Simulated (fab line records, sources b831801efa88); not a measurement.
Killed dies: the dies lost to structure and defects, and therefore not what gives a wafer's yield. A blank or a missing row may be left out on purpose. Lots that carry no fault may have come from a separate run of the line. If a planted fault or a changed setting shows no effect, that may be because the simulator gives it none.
Which tool is to blame? -- flow sky130 -- 45 wafers from 15 lots sampled at 6 of the route's 708 steps

## WHAT THE GAUGES READ, wafer by wafer
SKY_FIELD_ISO_THK_MEAS_23.
lot,measured,on,FIELD_ISO_OXIDATION_01_THK (nm)
L740,day 2 15:10,film_metro-02,10.08 10.03 10.06
L742,day 3 04:56,film_metro-01,9.89 9.97 9.96
L743,day 3 07:28,film_metro-01,9.91 9.81 9.83
L744,day 3 11:32,film_metro-01,9.90 9.89 10.06
L745,day 3 16:43,film_metro-02,9.88 9.94 9.84
L747,day 4 03:41,film_metro-01,9.92 9.98 9.66
L748,day 4 06:30,film_metro-02,9.69 9.71 9.58
L749,day 4 13:13,film_metro-04,9.67 9.76 9.67
L750,day 4 16:52,film_metro-04,9.68 9.85 9.74
L751,day 4 20:45,film_metro-01,10.26 10.23 10.34
L752,day 5 03:52,film_metro-02,10.00 9.90 9.95
L755,day 5 18:03,film_metro-01,10.11 9.83 9.88
L756,day 6 06:39,film_metro-02,9.94 9.76 9.87
L757,day 6 06:40,film_metro-01,9.98 10.04 9.93
L758,day 6 12:15,film_metro-04,10.23 10.22 10.18

SKY_PWDE_OVL_MEAS_07.
lot,measured,on,PWDE_OVL (nm)
L740,day 4 05:28,overlay-02,-1.6 -0.2 -1.4
L742,day 4 19:01,overlay-02,-0.1 -1.0 0.1
L743,day 4 22:28,overlay-01,-4.0 -2.3 -4.6
L744,day 5 02:43,overlay-01,-1.7 -0.6 -0.2
L745,day 5 07:49,overlay-01,-1.9 -2.0 -3.2
L747,day 5 23:31,overlay-02,0.8 -0.2 -0.1
L748,day 6 00:12,overlay-02,-1.5 -1.5 -0.4
L749,day 6 06:46,overlay-01,-2.5 -1.6 -2.6
L750,day 6 09:49,overlay-02,-2.8 -2.6 -0.5
L751,day 6 14:52,overlay-02,-2.2 0.7 -2.3
L752,day 6 21:16,overlay-01,-2.8 -1.1 -1.7
L755,day 7 15:40,overlay-02,- -0.3 1.1
L756,day 8 03:55,overlay-02,0.4 1.4 -0.7
L757,day 8 03:34,overlay-02,-0.3 0.5 -
L758,day 8 08:51,overlay-01,-1.1 0.0 -

SKY_NWELL_OVL_MEAS_10.
lot,measured,on,NWELL_00_OVL (nm)
L740,day 4 23:28,overlay-02,3.8 2.7 1.3
L742,day 5 13:33,overlay-02,0.9 2.8 2.1
L743,day 5 16:21,overlay-01,0.4 1.1 1.0
L744,day 5 21:38,overlay-01,-1.1 -0.8 1.1
L745,day 6 02:22,overlay-02,-1.8 -0.6 -0.7
L747,day 6 17:46,overlay-01,-0.8 -2.3 -0.8
L748,day 6 18:53,overlay-02,2.9 1.5 1.2
L749,day 7 01:43,overlay-02,1.6 -0.4 0.2
L750,day 7 04:45,overlay-01,-0.2 -0.8 0.3
L751,day 7 09:51,overlay-02,2.4 0.3 2.0
L752,day 7 16:07,overlay-01,0.0 0.6 -0.6
L755,day 8 11:55,overlay-01,- -0.6 0.4
L756,day 9 01:55,overlay-01,-1.7 -2.6 -0.6
L757,day 9 00:46,overlay-01,-2.1 0.3 -
L758,day 9 06:00,overlay-01,0.9 -0.8 -

SKY_VT_ADJUST_NCORE_OVL_MEAS_08.
lot,measured,on,VT_ADJUST_NCORE_OVL (nm)
L740,day 9 00:56,overlay-02,0.8 0.9 1.2
L742,day 9 19:02,overlay-02,2.2 3.0 2.8
L743,day 9 22:29,overlay-01,1.5 0.9 1.4
L744,day 10 03:34,overlay-01,-1.0 -1.2 -0.9
L745,day 10 09:32,overlay-02,1.7 1.6 1.1
L747,day 11 04:50,overlay-01,-1.8 -2.4 -0.1
L748,day 11 07:29,overlay-02,1.1 1.2 0.8
L749,day 11 15:19,overlay-01,0.8 1.5 0.9
L750,day 11 18:16,overlay-01,-0.6 -0.3 0.3
L751,day 12 00:05,overlay-01,-0.6 -1.5 -1.1
L752,day 12 07:57,overlay-01,0.7 -0.4 0.1
L755,day 13 07:50,overlay-02,- 1.3 1.6
L756,day 14 01:23,overlay-01,2.2 0.1 1.2
L757,day 14 00:05,overlay-01,1.3 2.9 -
L758,day 14 06:25,overlay-02,1.2 -0.2 -

## EACH LOT AND THE TOOL THAT RAN IT (in order: tool; ch and the chambers of the sampled wafers; start)
lot,SKY_FIELD_ISO_ETCH_14,SKY_FIELD_ISO_ETCH_15
L740,"rie_diel-01 ch 1,3, day 2 11:05","rie_diel-01 ch 1,3, day 2 11:07"
L742,"rie_diel-04 ch 1,2,3, day 3 01:28","rie_diel-04 ch 1,2,3, day 3 01:31"
L743,"rie_diel-02 ch 1,2, day 3 04:35","rie_diel-02 ch 1,2, day 3 04:37"
L744,"rie_diel-01 ch 0,2,3, day 3 08:31","rie_diel-01 ch 0,2,3, day 3 08:34"
L745,"rie_diel-02 ch 0,1,3, day 3 13:43","rie_diel-02 ch 0,1,3, day 3 13:46"
L747,"rie_diel-01 ch 0,1,2, day 4 00:08","rie_diel-01 ch 0,1,2, day 4 00:10"
L748,"rie_diel-01 ch 0,1, day 4 02:59","rie_diel-01 ch 0,1, day 4 03:01"
L749,"rie_diel-04 ch 0,1,2, day 4 09:55","rie_diel-04 ch 0,1,2, day 4 09:58"
L750,"rie_diel-02 ch 0,1,3, day 4 14:34","rie_diel-02 ch 0,1,3, day 4 14:37"
L751,"rie_diel-02 ch 0,1,3, day 4 19:02","rie_diel-02 ch 0,1,3, day 4 19:04"
L752,"rie_diel-01 ch 0,1,2, day 5 02:08","rie_diel-01 ch 0,1,2, day 5 02:11"
L755,"rie_diel-02 ch 0,1,3, day 5 16:20","rie_diel-02 ch 0,1,3, day 5 16:22"
L756,"rie_diel-01 ch 0,1,3, day 6 01:35","rie_diel-01 ch 0,1,3, day 6 01:37"
L757,"rie_diel-02 ch 0,1,3, day 6 04:15","rie_diel-02 ch 0,1,3, day 6 04:18"
L758,"rie_diel-02 ch 1,2, day 6 09:52","rie_diel-02 ch 1,2, day 6 09:55"
- SKY_FIELD_ISO_ETCH_14: etches BARC in N2/H2, stops on SiO2, time 45.9 s, target depth 60 nm.
- SKY_FIELD_ISO_ETCH_15: etches the open film in CHF3/O2, stops on Si, target depth 180 nm, time 72 s.

## WHAT THE TOOLS THEMSELVES READ (means of the sampled wafers that have a number; where no wafer has one, the mark that the record gives instead)
SKY_FIELD_ISO_ETCH_14.
lot,tool,drypump_motor_current_A (A),oes_product_au (a.u.),run_length_s (s),throttle_valve_pct (%)
L740,rie_diel-01,5.5,0.857,73.9,13.218
L742,rie_diel-04,6.2,0.857,74.6,13.223
L743,rie_diel-02,6.0,0.860,73.9,13.230
L744,rie_diel-01,5.6,0.857,74.2,13.228
L745,rie_diel-02,5.8,0.849,74.4,13.226
L747,rie_diel-01,5.5,0.852,74.5,13.224
L748,rie_diel-01,5.6,0.857,74.5,13.227
L749,rie_diel-04,5.8,0.858,74.5,13.215
L750,rie_diel-02,5.8,0.853,74.2,13.218
L751,rie_diel-02,5.8,0.852,74.2,13.218
L752,rie_diel-01,5.5,0.853,74.7,13.222
L755,rie_diel-02,5.8,0.903,66.4,13.237
L756,rie_diel-01,5.6,0.853,74.3,13.227
L757,rie_diel-02,5.8,0.894,66.6,13.227
L758,rie_diel-02,6.0,0.904,66.0,13.234

SKY_FIELD_ISO_ETCH_15.
lot,tool,drypump_motor_current_A (A),oes_product_au (a.u.),run_length_s (s),throttle_valve_pct (%)
L740,rie_diel-01,5.5,0.951,100.0,8.852
L742,rie_diel-04,6.2,0.944,100.7,8.850
L743,rie_diel-02,6.0,0.939,100.4,8.829
L744,rie_diel-01,5.5,0.948,100.1,8.853
L745,rie_diel-02,5.8,0.936,100.2,8.837
L747,rie_diel-01,5.5,0.940,100.4,8.840
L748,rie_diel-01,5.6,0.936,100.6,8.837
L749,rie_diel-04,5.8,0.944,100.6,8.838
L750,rie_diel-02,5.8,0.936,100.2,8.841
L751,rie_diel-02,5.8,0.946,100.4,8.833
L752,rie_diel-01,5.6,0.955,100.8,8.841
L755,rie_diel-02,5.8,0.754,100.2,8.788
L756,rie_diel-01,5.6,0.943,100.1,8.848
L757,rie_diel-02,5.8,0.756,100.3,8.785
L758,rie_diel-02,5.9,0.755,100.0,8.782

## THE ANSWER, worked out from the rows above alone
Rule: usual is defined by the lots themselves. The widest of any qualifying gaps counts: lots, ordered by their means at a reading, are off when they make up no more than a third of the lots, leave a main group of 4 or more, and stand apart from it by 3 or more times the standard deviation of that group's means. If all means in a main group match to the digits the tables above print for the reading, that group is not used. A lot without any number at a reading at which 4 lots or more have one is off too. The other lots that the step has rows for count as sound. First the gauges in route order, then the tools' own readings, where a lot's mean is used as printed above. The first step at which some lot is off is used, and at that step the reading that is off furthest; a lot without a number counts as furthest.
Off: L755, L757, L758, at SKY_FIELD_ISO_ETCH_14 (run_length_s). Main group: mean 74.3 s, sd 0.25.
A tool fits if, at that step or a process step before it, it ran every lot that is off, and no sound lot after the first of them. One fits: rie_diel-02 at SKY_FIELD_ISO_ETCH_14. A fault onset in the window from L751 (day 4 19:02, its last sound lot) to L755 (day 5 16:20, its first lot off) fits.
The tool's own readings at SKY_FIELD_ISO_ETCH_14 bear it out: on the lots that are off they differ by more than 5 times the standard deviation of the sound lots' means. oes_product_au reads 0.900 a.u. there against 0.855 a.u. on the sound lots; run_length_s reads 66.3 s there against 74.3 s on the sound lots.

## WHAT THE SIMULATOR HAD PUT IN
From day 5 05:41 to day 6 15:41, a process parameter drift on rie_diel-02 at SKY_FIELD_ISO_ETCH_14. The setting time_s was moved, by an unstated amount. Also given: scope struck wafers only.
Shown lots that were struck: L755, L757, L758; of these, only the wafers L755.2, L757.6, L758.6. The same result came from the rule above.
